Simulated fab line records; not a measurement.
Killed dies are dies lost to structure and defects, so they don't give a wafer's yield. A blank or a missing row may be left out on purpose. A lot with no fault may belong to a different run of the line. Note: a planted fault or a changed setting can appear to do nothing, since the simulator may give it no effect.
fab line records | flow sky130
record lots=12 | wafers=36 | last_day=50
route steps=708 shown VIA1@474 METAL4@632 METAL5@665 PASSIVATION@681 PAD_OPEN@708
lots untouched by any fault: they come from a run of this same line in which no faults occurred
start_h: the number of hours between the record's first day and the start of the first shown wafer of the lot | wait_h: hours since the lot's step before | " same as the row above | L1.1+2: a row that stands for several wafers | - no value, or no start was given | * or withheld: withheld | < > ~ a bound
route shown NAME@n: a module of which the file shows steps, and the number in the route of the first | usual: mean/standard deviation taken from wafers without a fault | same: alike in all rows | chamber/n: place in a boat | sites: the reading at each site | _std_site: standard deviation of those values | _edge_site: inner sites' mean taken away from outer sites' mean | radius_mm: how far each site lies from the wafer's centre | mask NAME#n: copy n | behind: the tool/chamber that last shaped the wafer | hold: reason for holding the lot/hours on hold/outcome of the hold | device: the n, p or np transistor that did not switch | end of line: tests run on the same wafers once the route is complete | a step with no rows: only its recipe | killed: not the wafer's yield, but the dies lost to structure and defects at the first sort | map: dies across one wafer; x = killed, . = not, _ = none there
set.NAME: setting as actually run; set.NAME@STEP: the setting as run at that earlier step | model.NAME: the simulator's own value behind a step, which no gauge read
route steps across a sampled set of lots; one table per step, one row per wafer
services: from which hour (start_h, from the record's first day; less than 0 if before it) a tool's chamber was out of use, for how many hours, and why
## steps
# step SKY_VIA1_STRIP_16
# recipe chemistry=O2/N2 | power_w=1400 | pressure_mtorr=1500 | platen_temp_c=withheld | o2_flow_sccm=3000 | n2_flow_sccm=300 | overash_fraction=0.5
# usual drypump_motor_current_A=5.5/0.34 | oes_product_au=0.416/0.0053 | strip_time_to_endpoint_s=4.458/0.018
lot.wafer | tool            | chamber | start_h | wait_h | drypump_motor_current_A | oes_product_au | rf_hours_counter_h | strip_time_to_endpoint_s
L153.1    | plasma_asher-04 | 1       | 782.50  | 0.0    | 4.9                     | 0.419          | 95                 | 4.444
L153.2    | "               | 0       | "       | "      | 5.4                     | 0.416          | 95                 | 4.474
L153.3    | "               | 0       | "       | "      | 5.5                     | 0.412          | -                  | 4.456
L155.1    | plasma_asher-04 | 1       | 812.53  | 0.0    | 4.9                     | 0.411          | 99                 | 4.434
L155.3    | "               | 0       | "       | "      | 5.5                     | 0.413          | -                  | 4.489
L155.4    | "               | 1       | "       | "      | 4.9                     | 0.413          | -                  | 4.455
L157.2    | plasma_asher-02 | 0       | 824.82  | 0.0    | 5.3                     | 0.413          | 9                  | 4.457
L157.3    | "               | 0       | "       | "      | 5.3                     | 0.413          | -                  | 4.439
L157.5    | "               | 1       | "       | "      | 5.4                     | 0.411          | -                  | 4.436
L159.2    | plasma_asher-01 | 1       | 836.70  | 0.0    | 5.9                     | 0.419          | 70                 | 4.478
L159.3    | "               | 0       | "       | "      | 6.0                     | 0.410          | -                  | 4.461
L159.6    | "               | 1       | "       | "      | 5.8                     | 0.418          | -                  | 4.457
L160.2    | plasma_asher-02 | 0       | 845.60  | 0.0    | 5.3                     | 0.408          | 11                 | 4.481
L160.5    | "               | 0       | "       | "      | 5.3                     | 0.416          | -                  | 4.487
L160.6    | "               | 1       | "       | "      | 5.3                     | 0.425          | -                  | 4.498
L161.2    | plasma_asher-01 | 0       | 852.27  | 0.0    | 6.1                     | 0.414          | 71                 | 4.471
L161.3    | "               | 1       | "       | "      | 5.9                     | 0.415          | -                  | 4.434
L161.6    | "               | 0       | "       | "      | 6.1                     | 0.417          | -                  | 4.481
L163.2    | plasma_asher-01 | 1       | 877.48  | 0.0    | 5.9                     | 0.415          | 74                 | 4.456
L163.4    | "               | 1       | "       | "      | 5.8                     | 0.415          | -                  | 4.449
L163.6    | "               | 0       | "       | "      | 6.1                     | 0.421          | -                  | 4.468
L164.1    | plasma_asher-04 | 1       | 878.02  | 0.0    | 5.0                     | 0.417          | 105                | 4.446
L164.2    | "               | 0       | "       | "      | 5.4                     | 0.414          | 105                | 4.462
L164.5    | "               | 0       | "       | "      | 5.5                     | 0.416          | -                  | 4.446
L165.2    | plasma_asher-01 | 0       | 886.23  | 0.0    | 6.1                     | 0.418          | 74                 | 4.483
L165.3    | "               | 1       | "       | "      | 5.9                     | 0.416          | -                  | 4.485
L165.6    | "               | 1       | "       | "      | 5.9                     | 0.425          | -                  | 4.472
L167.1    | plasma_asher-02 | 1       | 901.52  | 0.0    | 5.4                     | 0.410          | 16                 | 4.473
L167.4    | "               | 1       | "       | "      | 5.4                     | 0.421          | -                  | 4.447
L167.5    | "               | 0       | "       | "      | 5.3                     | 0.427          | -                  | 4.464
L171.1    | plasma_asher-01 | 0       | 932.60  | 0.0    | 6.1                     | 0.412          | 79                 | 4.428
L171.2    | "               | 1       | "       | "      | 5.8                     | 0.415          | 79                 | 4.454
L171.6    | "               | 0       | "       | "      | 6.1                     | 0.421          | -                  | 4.465
L174.1    | plasma_asher-01 | 1       | 948.83  | 0.0    | 5.9                     | 0.415          | 80                 | 4.447
L174.4    | "               | 0       | "       | "      | 6.1                     | 0.417          | -                  | 4.438
L174.5    | "               | 1       | "       | "      | 5.9                     | 0.412          | -                  | 4.440
# step SKY_METAL4_ETCH_16
# recipe chemistry=N2/H2 | target=BARC | ion_energy_ev=200 | bias_w=100 | pressure_mtorr=30 | n2_flow_sccm=100 | h2_flow_sccm=200 | icp_w=500 | stop_on=SiO2 | time_s=88.2 | target_depth_a=600
# usual drypump_motor_current_A=5.7/0.5 | oes_product_au=0.625/0.0042 | throttle_valve_pct=13.204/0.0083
lot.wafer | tool         | chamber | start_h | wait_h | drypump_motor_current_A | oes_product_au | rf_hours_counter_h | throttle_valve_pct
L153.1    | rie_metal-04 | 0       | 971.01  | 0.0    | 6.1                     | 0.627          | 13                 | 13.207
L153.2    | "            | 1       | "       | "      | 5.2                     | 0.631          | 4                  | 13.191
L153.3    | "            | 1       | "       | "      | 5.2                     | 0.621          | -                  | 13.195
L155.1    | rie_metal-02 | 0       | 999.98  | 0.0    | 6.2                     | 0.626          | 17                 | 13.200
L155.3    | "            | 1       | "       | "      | 6.3                     | 0.624          | -                  | 13.203
L155.4    | "            | 0       | "       | "      | 6.2                     | 0.624          | -                  | 13.205
L157.2    | rie_metal-02 | 1       | 1011.08 | 0.0    | 6.3                     | 0.627          | 3                  | 13.210
L157.3    | "            | 0       | "       | "      | 6.2                     | 0.625          | -                  | 13.214
L157.5    | "            | 1       | "       | "      | 6.3                     | 0.622          | -                  | 13.190
L159.2    | rie_metal-03 | 1       | 1019.13 | 0.0    | 5.9                     | 0.625          | 4                  | 13.199
L159.3    | "            | 0       | "       | "      | 5.0                     | 0.623          | -                  | 13.205
L159.6    | "            | 1       | "       | "      | 5.8                     | 0.619          | -                  | 13.186
L160.2    | rie_metal-04 | 0       | 1026.17 | 0.0    | 6.1                     | 0.623          | 15                 | 13.212
L160.5    | "            | 1       | "       | "      | 5.2                     | 0.623          | -                  | 13.216
L160.6    | "            | 0       | "       | "      | 6.1                     | 0.617          | -                  | 13.194
L161.2    | rie_metal-03 | 0       | 1031.29 | 0.0    | 5.0                     | 0.622          | 18                 | 13.208
L161.3    | "            | 0       | "       | "      | 5.0                     | 0.624          | -                  | 13.217
L161.6    | "            | 0       | "       | "      | 5.0                     | 0.632          | -                  | 13.211
L163.2    | rie_metal-04 | 1       | 1053.47 | 0.0    | 5.2                     | 0.626          | 9                  | 13.194
L163.4    | "            | 0       | "       | "      | 6.1                     | 0.629          | -                  | 13.199
L163.6    | "            | 0       | "       | "      | 6.2                     | 0.622          | -                  | 13.190
L164.1    | rie_metal-03 | 1       | 1054.21 | 0.0    | 5.8                     | 0.623          | 6                  | 13.209
L164.2    | "            | 0       | "       | "      | 5.0                     | 0.622          | 20                 | 13.209
L164.5    | "            | 0       | "       | "      | 5.0                     | 0.628          | -                  | 13.213
L165.2    | rie_metal-03 | 1       | 1061.31 | 0.0    | 5.9                     | 0.627          | 6                  | 13.216
L165.3    | "            | 1       | "       | "      | 5.9                     | 0.627          | -                  | 13.196
L165.6    | "            | 0       | "       | "      | 5.0                     | 0.627          | -                  | 13.214
L167.1    | rie_metal-04 | 1       | 1073.11 | 0.0    | 5.2                     | 0.616          | 11                 | 13.208
L167.4    | "            | 0       | "       | "      | 6.2                     | 0.632          | -                  | 13.210
L167.5    | "            | 0       | "       | "      | 6.2                     | 0.628          | -                  | 13.208
L171.1    | rie_metal-04 | 1       | 1099.07 | 0.0    | 5.2                     | 0.628          | 13                 | 13.216
L171.2    | "            | 0       | "       | "      | 6.2                     | 0.623          | 21                 | 13.206
L171.6    | "            | 1       | "       | "      | 5.2                     | 0.635          | -                  | 13.191
L174.1    | rie_metal-02 | 1       | 1113.88 | 0.0    | 6.3                     | 0.627          | 9                  | 13.213
L174.4    | "            | 1       | "       | "      | 6.2                     | 0.620          | -                  | 13.197
L174.5    | "            | 0       | "       | "      | 6.2                     | 0.619          | -                  | 13.211
# step SKY_METAL5_SPUTTER_04
# recipe material=TiN | target_thk_nm=70 | power_w=6500 | time_s=58.3 | chamber_pressure_pa=0.4
# usual throttle_valve_pct=29.4/1.5
lot.wafer | tool           | chamber | start_h | wait_h | throttle_valve_pct
L153.1    | pvd_sputter-02 | -       | 997.26  | 0.0    | 28.8
L153.2    | "              | -       | "       | "      | 30.3
L153.3    | "              | -       | "       | "      | 26.1
L155.1    | pvd_sputter-02 | -       | 1025.89 | 0.0    | 31.3
L155.3    | "              | -       | "       | "      | 28.5
L155.4    | "              | -       | "       | "      | 26.1
L157.2    | pvd_sputter-04 | -       | 1037.11 | 0.0    | 29.1
L157.3    | "              | -       | "       | "      | 30.0
L157.5    | "              | -       | "       | "      | 28.6
L159.2    | pvd_sputter-02 | -       | 1045.00 | 0.0    | 30.2
L159.3    | "              | -       | "       | "      | 26.5
L159.6    | "              | -       | "       | "      | 31.2
L160.2    | pvd_sputter-02 | -       | 1050.92 | 0.0    | 26.3
L160.5    | "              | -       | "       | "      | 30.0
L160.6    | "              | -       | "       | "      | 26.3
L161.2    | pvd_sputter-02 | -       | 1055.65 | 0.0    | 28.7
L161.3    | "              | -       | "       | "      | 30.1
L161.6    | "              | -       | "       | "      | 28.4
L163.2    | pvd_sputter-02 | -       | 1076.67 | 0.0    | 28.5
L163.4    | "              | -       | "       | "      | 30.3
L163.6    | "              | -       | "       | "      | 26.5
L164.1    | pvd_sputter-02 | -       | 1078.00 | 0.0    | 26.2
L164.2    | "              | -       | "       | "      | 30.3
L164.5    | "              | -       | "       | "      | 31.3
L165.2    | pvd_sputter-02 | -       | 1085.43 | 0.0    | 26.4
L165.3    | "              | -       | "       | "      | 28.7
L165.6    | "              | -       | "       | "      | 31.3
L167.1    | pvd_sputter-03 | -       | 1096.35 | 0.0    | 29.9
L167.4    | "              | -       | "       | "      | 27.7
L167.5    | "              | -       | "       | "      | 30.4
L171.1    | pvd_sputter-04 | -       | 1121.60 | 0.0    | 28.8
L171.2    | "              | -       | "       | "      | 30.1
L171.6    | "              | -       | "       | "      | 31.1
L174.1    | pvd_sputter-02 | -       | 1135.87 | 0.0    | 31.2
L174.4    | "              | -       | "       | "      | 28.5
L174.5    | "              | -       | "       | "      | 31.2
# step SKY_PASSIVATION_CVD_00
# recipe material=SiO2 | target_thk_nm=90 | temp_c=400 | time_s=withheld | rf_w=600
# usual heater_power_w=704/130
lot.wafer | tool     | chamber | start_h | wait_h | heater_power_w
L153.1    | pecvd-03 | 0       | 1021.74 | 0.0    | 776
L153.2    | "        | 2       | "       | "      | 453
L153.3    | "        | 2       | "       | "      | 446
L155.1    | pecvd-04 | 2       | 1049.09 | 0.0    | 928
L155.3    | "        | 0       | "       | "      | 661
L155.4    | "        | 1       | "       | "      | 597
L157.2    | pecvd-04 | 2       | 1060.00 | 0.0    | 791
L157.3    | "        | 0       | "       | "      | 672
L157.5    | "        | 1       | "       | "      | 636
L159.2    | pecvd-04 | 1       | 1066.37 | 0.0    | 631
L159.3    | "        | 2       | "       | "      | 930
L159.6    | "        | 1       | "       | "      | 638
L160.2    | pecvd-04 | 0       | 1072.40 | 0.0    | 806
L160.5    | "        | 1       | "       | "      | 573
L160.6    | "        | 2       | "       | "      | 922
L161.2    | pecvd-01 | 2       | 1077.31 | 0.0    | 690
L161.3    | "        | 1       | "       | "      | 692
L161.6    | "        | 1       | "       | "      | 684
L163.2    | pecvd-03 | 1       | 1098.25 | 0.0    | 785
L163.4    | "        | 2       | "       | "      | 436
L163.6    | "        | 0       | "       | "      | 709
L164.1    | pecvd-04 | 2       | 1099.44 | 0.0    | 825
L164.2    | "        | 1       | "       | "      | 597
L164.5    | "        | 1       | "       | "      | 604
L165.2    | pecvd-01 | 2       | 1106.75 | 0.0    | 676
L165.3    | "        | 1       | "       | "      | 654
L165.6    | "        | 1       | "       | "      | 656
L167.1    | pecvd-04 | 0       | 1117.71 | 0.0    | 749
L167.4    | "        | 2       | "       | "      | 882
L167.5    | "        | 1       | "       | "      | 594
L171.1    | pecvd-01 | 1       | 1141.37 | 0.0    | 651
L171.2    | "        | 0       | "       | "      | 775
L171.6    | "        | 1       | "       | "      | 658
L174.1    | pecvd-03 | 2       | 1155.09 | 0.0    | 530
L174.4    | "        | 2       | "       | "      | 524
L174.5    | "        | 0       | "       | "      | 831
# step SKY_PAD_OPEN_PROBE_99
# usual defect_limited_yield=82.7/2.1 | killed_at_M0_to_M3=43/7.2 | killed_at_M4_up=3.0/1.7 | killed_at_contacts=24/5.3 | killed_at_front_end=15/4.6 | killed_at_other=0.3/0.5 | killed_dies=85/10 | killed_on_rim=17/3.8 | killed_open=46/7.2 | killed_short=39/6.4 | sort_bin_3_pad_short=0.9/0.42 | sort_bin_5_function=10.2/1.6 | sort_bin_6_memory=6.2/1 | sort_n_pass=407/10 | sort_yield_pct=82.7/2.1
# same gross_dies=492 | killed_at_back_side=0 | sort_bin_4_leakage[%]=0 | sort_bin_8_speed[%]=0
lot.wafer | tool      | chamber | start_h | wait_h | defect_limited_yield[%] | killed_at_M0_to_M3 | killed_at_M4_up | killed_at_contacts | killed_at_front_end | killed_at_other | killed_dies | killed_on_rim | killed_open | killed_short | sort_bin_3_pad_short[%] | sort_bin_5_function[%] | sort_bin_6_memory[%] | sort_n_pass | sort_yield_pct[%]
L155.1    | prober-02 | -       | 1094.61 | 0.1    | 83.9                    | 46                 | 4               | 19                 | 9                   | 1               | 79          | 18            | 43          | 36           | 1.8                     | 8.3                    | 5.9                  | 413         | 83.9
L155.3    | prober-02 | -       | 1094.71 | 0.2    | 83.3                    | 37                 | 5               | 19                 | 20                  | 1               | 82          | 18            | 47          | 35           | 0.6                     | 9.8                    | 6.3                  | 410         | 83.3
L155.4    | prober-02 | -       | 1094.76 | 0.2    | 83.1                    | 44                 | 4               | 17                 | 18                  | 0               | 83          | 14            | 39          | 44           | 1.0                     | 9.1                    | 6.7                  | 409         | 83.1
L164.1    | prober-01 | -       | 1140.49 | 0.1    | 82.5                    | 40                 | 3               | 30                 | 12                  | 1               | 86          | 17            | 57          | 29           | 0.8                     | 10.0                   | 6.7                  | 406         | 82.5
L164.2    | prober-01 | -       | 1140.54 | 0.1    | 83.9                    | 39                 | 2               | 25                 | 13                  | 0               | 79          | 15            | 45          | 34           | 0.6                     | 10.2                   | 5.3                  | 413         | 83.9
L164.5    | prober-01 | -       | 1140.69 | 0.2    | 87.0                    | 29                 | 3               | 22                 | 10                  | 0               | 64          | 13            | 28          | 36           | 0.4                     | 7.7                    | 4.9                  | 428         | 87.0
L165.2    | prober-02 | -       | 1147.26 | 0.1    | 81.1                    | 37                 | 4               | 33                 | 19                  | 0               | 93          | 18            | 55          | 38           | 0.4                     | 12.2                   | 6.3                  | 399         | 81.1
L165.3    | prober-02 | -       | 1147.31 | 0.2    | 82.7                    | 45                 | 7               | 18                 | 13                  | 2               | 85          | 19            | 44          | 41           | 1.0                     | 9.8                    | 6.5                  | 407         | 82.7
L165.6    | prober-02 | -       | 1147.46 | 0.2    | 78.9                    | 54                 | 8               | 21                 | 21                  | 0               | 104         | 21            | 54          | 50           | 1.4                     | 13.2                   | 6.5                  | 388         | 78.9
L167.1    | prober-02 | -       | 1157.24 | 0.1    | 83.3                    | 34                 | 3               | 24                 | 20                  | 1               | 82          | 14            | 46          | 36           | 0.4                     | 10.4                   | 5.9                  | 410         | 83.3
L167.4    | prober-02 | -       | 1157.39 | 0.2    | 81.5                    | 52                 | 5               | 20                 | 14                  | 0               | 91          | 20            | 46          | 45           | 1.0                     | 9.1                    | 8.3                  | 401         | 81.5
L167.5    | prober-02 | -       | 1157.44 | 0.2    | 85.2                    | 47                 | 1               | 13                 | 11                  | 1               | 73          | 16            | 38          | 35           | 0.8                     | 8.1                    | 5.9                  | 419         | 85.2
L171.1    | prober-02 | -       | 1179.23 | 0.1    | 72.4                    | 100                | 2               | 19                 | 15                  | 0               | 136         | 11            | 39          | 28           | 4.1                     | 17.9                   | 5.7                  | 356         | 72.4
L171.2    | prober-02 | -       | 1179.28 | 0.1    | 85.4                    | 35                 | 1               | 24                 | 12                  | 0               | 72          | 17            | 41          | 31           | 1.4                     | 7.7                    | 5.5                  | 420         | 85.4
L171.6    | prober-02 | -       | 1179.48 | 0.2    | 70.7                    | 108                | 3               | 21                 | 12                  | 0               | 144         | 23            | 46          | 35           | 4.7                     | 19.5                   | 5.1                  | 348         | 70.7
L174.1    | prober-01 | -       | 1191.35 | 0.1    | 80.5                    | 55                 | 5               | 23                 | 13                  | 0               | 96          | 16            | 54          | 42           | 1.0                     | 13.0                   | 5.5                  | 396         | 80.5
L174.4    | prober-01 | -       | 1191.50 | 0.2    | 72.0                    | 101                | 0               | 16                 | 21                  | 0               | 138         | 20            | 40          | 28           | 4.1                     | 18.1                   | 5.9                  | 354         | 72.0
L174.5    | prober-01 | -       | 1191.55 | 0.2    | 79.1                    | 51                 | 4               | 25                 | 22                  | 1               | 103         | 17            | 55          | 48           | 0.8                     | 12.2                   | 7.9                  | 389         | 79.1
# killed by level:class
L155.1 VIA1:geometric_particle:open=11 CONTACT:geometric_particle:open=9 VIA3:geometric_particle:open=8 METAL2:geometric_particle:short=6 METAL1:geometric_particle:short=6 FIELD_ISO:geometric_particle:short=5 METAL1:geometric_particle:open=4 VIA1:geometric_particle:short=4
L155.3 VIA1:geometric_particle:open=11 CONTACT:geometric_particle:open=9 POLY_GATE:geometric_particle:short=8 VIA3:geometric_particle:open=8 METAL4:geometric_particle:short=5 POLY_GATE:geometric_particle:open=4 LI_CONTACT:geometric_particle:short=3 LOCAL_INTERCONNECT:geometric_particle:short=3
L155.4 VIA1:geometric_particle:open=8 VIA2:geometric_particle:open=8 VIA1:geometric_particle:short=6 POLY_GATE:geometric_particle:short=5 POLY_GATE:geometric_particle:open=5 CONTACT:geometric_particle:open=5 METAL2:geometric_particle:short=5 FIELD_ISO:geometric_particle:short=4
L164.1 LI_CONTACT:geometric_particle:open=12 CONTACT:geometric_particle:open=10 VIA3:geometric_particle:open=9 VIA1:geometric_particle:open=7 LOCAL_INTERCONNECT:geometric_particle:open=5 VIA1:geometric_particle:short=5 VIA2:geometric_particle:open=4 VIA2:geometric_particle:short=4
L164.2 LI_CONTACT:geometric_particle:open=8 VIA1:geometric_particle:open=8 POLY_GATE:geometric_particle:open=7 CONTACT:geometric_particle:open=7 METAL2:geometric_particle:short=7 VIA2:geometric_particle:open=6 CONTACT:geometric_particle:short=6 METAL1:geometric_particle:short=5
L164.5 CONTACT:geometric_particle:short=8 VIA1:geometric_particle:open=7 LI_CONTACT:geometric_particle:open=6 METAL2:geometric_particle:short=6 CONTACT:geometric_particle:open=5 SPACER:geometric_particle:short=4 METAL1:geometric_particle:short=3 VIA1:geometric_particle:short=3
L165.2 CONTACT:geometric_particle:open=17 VIA1:geometric_particle:open=13 LI_CONTACT:geometric_particle:open=7 CONTACT:geometric_particle:short=5 FIELD_ISO:geometric_particle:short=4 SPACER:geometric_particle:open=4 METAL2:geometric_particle:short=4 METAL4:geometric_particle:short=4
L165.3 VIA1:geometric_particle:open=12 LI_CONTACT:geometric_particle:open=6 CONTACT:geometric_particle:open=6 VIA2:geometric_particle:open=6 METAL4:geometric_particle:short=6 FIELD_ISO:geometric_particle:short=5 METAL1:geometric_particle:short=5 VIA3:geometric_particle:open=5
L165.6 VIA1:geometric_particle:open=12 METAL2:geometric_particle:short=10 VIA3:geometric_particle:open=8 POLY_GATE:geometric_particle:short=6 CONTACT:geometric_particle:open=6 VIA2:geometric_particle:open=5 VIA1:geometric_particle:short=5 POLY_GATE:geometric_particle:open=5
L167.1 CONTACT:geometric_particle:open=13 VIA3:geometric_particle:open=7 METAL2:geometric_particle:short=7 FIELD_ISO:geometric_particle:short=6 VIA2:geometric_particle:open=6 VIA1:geometric_particle:open=6 POLY_GATE:geometric_particle:short=5 FIELD_ISO:geometric_particle:open=4
L167.4 VIA1:geometric_particle:open=10 CONTACT:geometric_particle:open=8 METAL2:geometric_particle:short=8 VIA2:geometric_particle:open=8 VIA3:geometric_particle:open=6 VIA3:geometric_particle:short=5 METAL4:geometric_particle:short=5 VIA2:geometric_particle:short=5
L167.5 VIA1:geometric_particle:open=9 VIA2:geometric_particle:open=8 VIA3:geometric_particle:open=7 VIA2:geometric_particle:short=5 METAL1:geometric_particle:short=4 LI_CONTACT:geometric_particle:open=4 CONTACT:geometric_particle:open=4 METAL2:geometric_particle:short=4
L171.1 VIA1:unspecified=69 VIA1:geometric_particle:open=9 CONTACT:geometric_particle:open=6 FIELD_ISO:geometric_particle:short=5 LI_CONTACT:geometric_particle:open=5 LOCAL_INTERCONNECT:geometric_particle:short=5 METAL2:geometric_particle:short=4 FIELD_ISO:geometric_particle:open=3
L171.2 LI_CONTACT:geometric_particle:open=8 VIA3:geometric_particle:open=8 VIA1:geometric_particle:open=7 VIA1:geometric_particle:short=5 CONTACT:geometric_particle:open=4 LOCAL_INTERCONNECT:geometric_particle:short=4 CONTACT:geometric_particle:short=4 METAL1:geometric_particle:short=4
L171.6 VIA1:unspecified=63 VIA1:geometric_particle:open=14 CONTACT:geometric_particle:open=10 VIA2:geometric_particle:open=7 VIA1:geometric_particle:short=6 METAL2:geometric_particle:short=6 POLY_GATE:geometric_particle:short=5 LI_CONTACT:geometric_particle:open=4
L174.1 VIA1:geometric_particle:open=18 VIA1:geometric_particle:short=10 VIA2:geometric_particle:open=10 LI_CONTACT:geometric_particle:open=8 CONTACT:geometric_particle:open=8 FIELD_ISO:geometric_particle:short=6 METAL2:geometric_particle:short=5 METAL3:geometric_particle:short=5
L174.4 VIA1:unspecified=70 FIELD_ISO:geometric_particle:open=8 FIELD_ISO:geometric_particle:short=8 VIA1:geometric_particle:short=6 VIA2:geometric_particle:open=6 CONTACT:geometric_particle:open=6 VIA1:geometric_particle:open=6 LI_CONTACT:geometric_particle:open=5
L174.5 VIA1:geometric_particle:open=16 CONTACT:geometric_particle:open=11 FIELD_ISO:geometric_particle:short=8 FIELD_ISO:geometric_particle:open=6 CONTACT:geometric_particle:short=6 METAL1:geometric_particle:short=6 VIA1:geometric_particle:short=6 VIA2:geometric_particle:open=5
## services
tool            | chamber | start_h | hours | kind
pvd_sputter-02  | -       | 782.67  | 3.3   | repair
pecvd-04        | -       | 791.37  | 1.6   | repair
plasma_asher-01 | -       | 794.48  | 8.2   | repair
plasma_asher-02 | -       | 831.01  | 2.8   | pm
pvd_sputter-02  | -       | 833.03  | 6.0   | repair
pvd_sputter-02  | -       | 848.86  | 2.2   | repair
rie_metal-04    | 0       | 874.60  | 2.1   | repair
rie_metal-02    | 1       | 882.65  | 29.8  | repair
rie_metal-03    | -       | 886.73  | 1.2   | repair
plasma_asher-01 | -       | 896.48  | 1.1   | repair
pvd_sputter-02  | -       | 922.04  | 4.1   | repair
pecvd-03        | 1       | 934.04  | 8.8   | repair
pvd_sputter-02  | -       | 941.44  | 5.5   | repair
pvd_sputter-02  | -       | 952.73  | 1.2   | repair
pecvd-03        | -       | 968.31  | 1.1   | repair
rie_metal-02    | -       | 973.41  | 2.8   | pm
pecvd-03        | -       | 996.82  | 0.5   | repair
pecvd-04        | -       | 1015.11 | 1.4   | repair
pvd_sputter-02  | -       | 1020.75 | 3.3   | repair
rie_metal-02    | 1       | 1033.00 | 6.2   | repair
pvd_sputter-02  | -       | 1091.59 | 0.9   | repair
pecvd-04        | -       | 1097.17 | 0.3   | repair
rie_metal-03    | -       | 1100.70 | 1.4   | pm
pecvd-04        | 1       | 1143.56 | 4.9   | repair
## key
first_sign step=SKY_PAD_OPEN_PROBE_99 | reading=killed_at_M0_to_M3 | direction=up | sigmas=8.4 | usual=43 | struck=103
effect step=SKY_PAD_OPEN_PROBE_99 | reading=sort_bin_3_pad_short | direction=up | sigmas=8 | usual=0.9 | struck=4.3
met_at SKY_VIA1_STRIP_16
struck_lots L171,L174
struck_wafers L171.1,L171.6,L174.4
not_acting_at SKY_METAL4_ETCH_16,SKY_METAL5_SPUTTER_04,SKY_PASSIVATION_CVD_00
onset_between 886.23 932.60
fault kind=chamber_particle_source | tool=plasma_asher-01 | chamber=0 | onset_h=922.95 | steps=SKY_VIA1_STRIP_16 | rate_per_visit_cm2=2.0086 | end_h=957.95
